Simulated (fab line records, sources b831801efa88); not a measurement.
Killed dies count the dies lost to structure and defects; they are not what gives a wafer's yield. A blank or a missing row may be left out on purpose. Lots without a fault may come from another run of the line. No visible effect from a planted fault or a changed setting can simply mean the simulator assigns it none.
The tool behind it: which one?    flow sky130    13 lots, 39 wafers sampled, at 6 steps of a route of 708

WHAT THE GAUGES SHOWED, per wafer
SKY_FIELD_ISO_THK_MEAS_04. Usual: FIELD_ISO_CVD_03_THK typically reads 165.8 nm, with standard deviation 1.6.
lot   measured     on             FIELD_ISO_CVD_03_THK (nm)  flag
L835  day 1 15:01  film-metro-02  167.2 167.6 167.1          
L836  day 1 19:37  film-metro-02  162.6 163.4 162.6          
L837  day 2 00:09  film-metro-03  165.1 165.2 164.4          
L840  day 2 16:26  film-metro-03  165.7 166.8 166.5          
L841  day 2 20:59  film-metro-03  166.7 167.4 166.9          
L842  day 3 03:57  film-metro-01  165.1 165.2 165.2          
L845  day 3 16:20  film-metro-02  168.6 167.4 168.5          
L846  day 3 20:56  film-metro-03  162.6 163.1 161.9          
L848  day 4 06:30  film-metro-01  165.3 166.8 167.0          
L852  day 5 06:02  film-metro-01  167.1 167.1 167.8          
L856  day 6 01:09  film-metro-02  163.3 162.2 162.6          
L857  day 6 05:20  film-metro-01  165.5 165.9 166.4          
L858  day 6 09:32  film-metro-03  163.7 165.4 164.1          

SKY_NWELL_THK_MEAS_02. Usual: NWELL_OXIDATION_THK typically reads 9.90 nm, with standard deviation 0.17.
lot   measured     on             NWELL_OXIDATION_THK (nm)  flag
L835  day 2 16:13  film-metro-03  9.77 9.59 9.67            
L836  day 2 17:36  film-metro-01  9.59 9.71 9.69            
L837  day 3 02:26  film-metro-04  10.16 10.27 10.27         
L840  day 3 15:14  film-metro-01  9.94 9.89 9.95            
L841  day 3 18:35  film-metro-03  9.79 9.96 9.76            
L842  day 4 01:38  film-metro-04  9.50 9.51 9.61            
L845  day 4 14:54  film-metro-01  10.26 10.13 10.20         
L846  day 5 00:37  film-metro-03  9.81 9.91 9.62            
L848  day 5 14:08  film-metro-03  9.97 9.96 9.95            
L852  day 6 07:26  film-metro-04  10.06 9.79 9.95           
L856  day 7 02:33  film-metro-03  9.99 10.11 10.00          
L857  day 7 09:38  film-metro-01  9.94 9.88 9.88            
L858  day 7 15:07  film-metro-01  10.08 10.13 10.06         

SKY_DNWELL_TW_MEAS_09. Usual: DNWELL_TW typically reads 1115, with standard deviation 11.
lot   measured     on             DNWELL_TW       flag
L835  day 3 07:53  film-metro-01  1121 1126 1129  
L836  day 3 09:36  film-metro-03  1114 1116 1110  
L837  day 3 17:45  film-metro-01  1122 1117 1123  
L840  day 4 08:10  film-metro-04  1110 1112 1115  
L841  day 4 11:24  film-metro-01  1124 1122 1125  
L842  day 4 18:37  film-metro-03  1119 1109 1115  
L845  day 5 08:34  film-metro-03  1105 1110 1106  
L846  day 5 18:21  film-metro-04  1121 1119 1122  
L848  day 6 08:30  film-metro-01  30 30 30        OFF
L852  day 7 02:51  film-metro-03  1099 1101 1099  
L856  day 7 22:50  film-metro-04  1128 1128 1123  
L857  day 8 05:27  film-metro-03  1102 1100 1107  
L858  day 8 11:25  film-metro-01  1125 1133 1132  

SKY_NWELL_TW_MEAS_15. Usual: NWELL_TW typically reads 1817, with standard deviation 21.
lot   measured      on             NWELL_TW        flag
L835  day 4 17:23   film-metro-04  1814 1822 1826  
L836  day 4 20:19   film-metro-03  1822 1825 1812  
L837  day 5 04:30   film-metro-04  1824 1832 1829  
L840  day 5 20:40   film-metro-03  1808 1797 1793  
L841  day 5 21:58   film-metro-04  1815 1823 1830  
L842  day 6 07:29   film-metro-01  1851 1842 1843  
L845  day 6 22:30   film-metro-04  1826 1831 1821  
L846  day 7 08:49   film-metro-03  1795 1796 1797  
L848  day 8 00:10   film-metro-04  1942 1935 1923  OFF
L852  day 8 21:07   film-metro-03  1795 1792 1785  
L856  day 9 18:04   film-metro-01  1840 1842 1849  
L857  day 10 00:40  film-metro-01  1841 1853 1843  
L858  day 10 07:55  film-metro-01  1845 1844 1842  

WHAT TOOL EACH LOT RAN ON (gives the tool, then ch and the chambers of the sampled wafers, and finally the start)
lot   SKY_FIELD_ISO_ETCH_15              SKY_DNWELL_EXPOSE_04
L835  rie-diel-01 ch 1,2,3, day 2 06:07  iline-stepper-01 ch 0, day 2 23:51
L836  rie-diel-03 ch 0,1,3, day 2 10:37  iline-stepper-02 ch 0, day 3 01:47
L837  rie-diel-03 ch 0,1,3, day 2 15:08  iline-stepper-02 ch 0, day 3 09:50
L840  rie-diel-02 ch 0,1,2, day 3 08:23  iline-stepper-02 ch 0, day 3 23:59
L841  rie-diel-03 ch 0,2,3, day 3 12:19  iline-stepper-02 ch 0, day 4 03:01
L842  rie-diel-03 ch 1,2,3, day 3 19:55  iline-stepper-02 ch 0, day 4 09:49
L845  rie-diel-01 ch 0,1,2, day 4 08:40  iline-stepper-01 ch 0, day 4 23:52
L846  rie-diel-03 ch 0,2,3, day 4 14:31  iline-stepper-01 ch 0, day 5 09:42
L848  rie-diel-03 ch 0,2,3, day 5 00:20  iline-stepper-02 ch 0, day 5 23:07
L852  rie-diel-02 ch 1,2,3, day 5 23:47  iline-stepper-02 ch 0, day 6 16:55
L856  rie-diel-03 ch 2,3, day 6 20:10    iline-stepper-02 ch 0, day 7 12:34
L857  rie-diel-02 ch 1,2,3, day 7 00:34  iline-stepper-02 ch 0, day 7 19:07
L858  rie-diel-01 ch 0,1,2, day 7 05:13  iline-stepper-02 ch 0, day 8 01:07
- SKY_FIELD_ISO_ETCH_15: etches the open film in CHF3/O2, stops on Si, target depth 180 nm, time 72 s.
- SKY_DNWELL_EXPOSE_04: exposes mask DNM, target cd 3000 nm.

WHAT THE TOOLS THEMSELVES READ (means of the sampled wafers that have a number; where no wafer has one, the mark that the record gives instead)
SKY_FIELD_ISO_ETCH_15. Usual: O2_flow_sccm 5.000 sccm, standard deviation 0.017; chamber-pressure-mTorr 40.00 mTorr, standard deviation 0.041; drypump-motor-current-A 5.6 A, standard deviation 0.45; oes-product-au 0.948 a.u., standard deviation 0.0071; throttle-valve-pct 8.846 %, standard deviation 0.0097.
lot   tool         O2_flow_sccm (sccm)  chamber-pressure-mTorr (mTorr)  drypump-motor-current-A (A)  oes-product-au (a.u.)  throttle-valve-pct (%)  flag
L835  rie-diel-01  5.002                39.98                           5.7                          0.955                  8.846                   
L836  rie-diel-03  4.991                40.07                           5.6                          0.935                  8.841                   
L837  rie-diel-03  4.995                39.98                           5.5                          0.943                  8.842                   
L840  rie-diel-02  4.997                39.99                           5.5                          0.948                  8.849                   
L841  rie-diel-03  4.986                39.99                           5.5                          0.955                  8.847                   
L842  rie-diel-03  4.987                40.00                           5.8                          0.945                  8.848                   
L845  rie-diel-01  5.009                39.94                           5.8                          0.959                  8.847                   
L846  rie-diel-03  5.001                40.00                           5.5                          0.937                  8.834                   
L848  rie-diel-03  5.002                40.01                           5.5                          0.948                  8.838                   
L852  rie-diel-02  4.988                39.98                           5.5                          0.955                  8.847                   
L856  rie-diel-03  4.998                40.01                           5.4                          0.938                  8.835                   
L857  rie-diel-02  4.998                40.06                           5.5                          0.949                  8.847                   
L858  rie-diel-01  4.999                40.03                           5.8                          0.944                  8.852                   

SKY_DNWELL_EXPOSE_04. Usual: focus-offset-nm reads 0.0 nm (standard deviation 0.48).
lot   tool              focus-offset-nm (nm)  flag
L835  iline-stepper-01  0.1                   
L836  iline-stepper-02  0.2                   
L837  iline-stepper-02  -0.2                  
L840  iline-stepper-02  0.1                   
L841  iline-stepper-02  0.3                   
L842  iline-stepper-02  0.1                   
L845  iline-stepper-01  0.6                   
L846  iline-stepper-01  -0.1                  
L848  iline-stepper-02  0.3                   
L852  iline-stepper-02  0.5                   
L856  iline-stepper-02  -0.0                  
L857  iline-stepper-02  -0.4                  
L858  iline-stepper-02  -0.3                  

THE ANSWER, worked out from the rows above alone
Rule: lot off if the mean of its wafers having a number is beyond 3 standard deviations from the usual mean. Also off: a lot with no number at a reading for which 4 or more lots have one. Any other lot the step has rows for is counted as sound. First the gauges in route order, then the tools' own readings, where a lot's mean is used as printed above. At the first step where some lot is off, the reading lying furthest off is the one used; lots without a number count as furthest.
Off: at SKY_DNWELL_TW_MEAS_09 (DNWELL_TW), L848.
A tool fits if, at a process step before that reading, it ran every lot that is off, and no sound lot after the first of them. Not tried: the gauges at SKY_DNWELL_TW_MEAS_09; whatever is off there is also off at SKY_NWELL_TW_MEAS_15, on other tools, and gauge error can't account for it. No candidate that was tried fits.

WHAT THE SIMULATOR PUT IN
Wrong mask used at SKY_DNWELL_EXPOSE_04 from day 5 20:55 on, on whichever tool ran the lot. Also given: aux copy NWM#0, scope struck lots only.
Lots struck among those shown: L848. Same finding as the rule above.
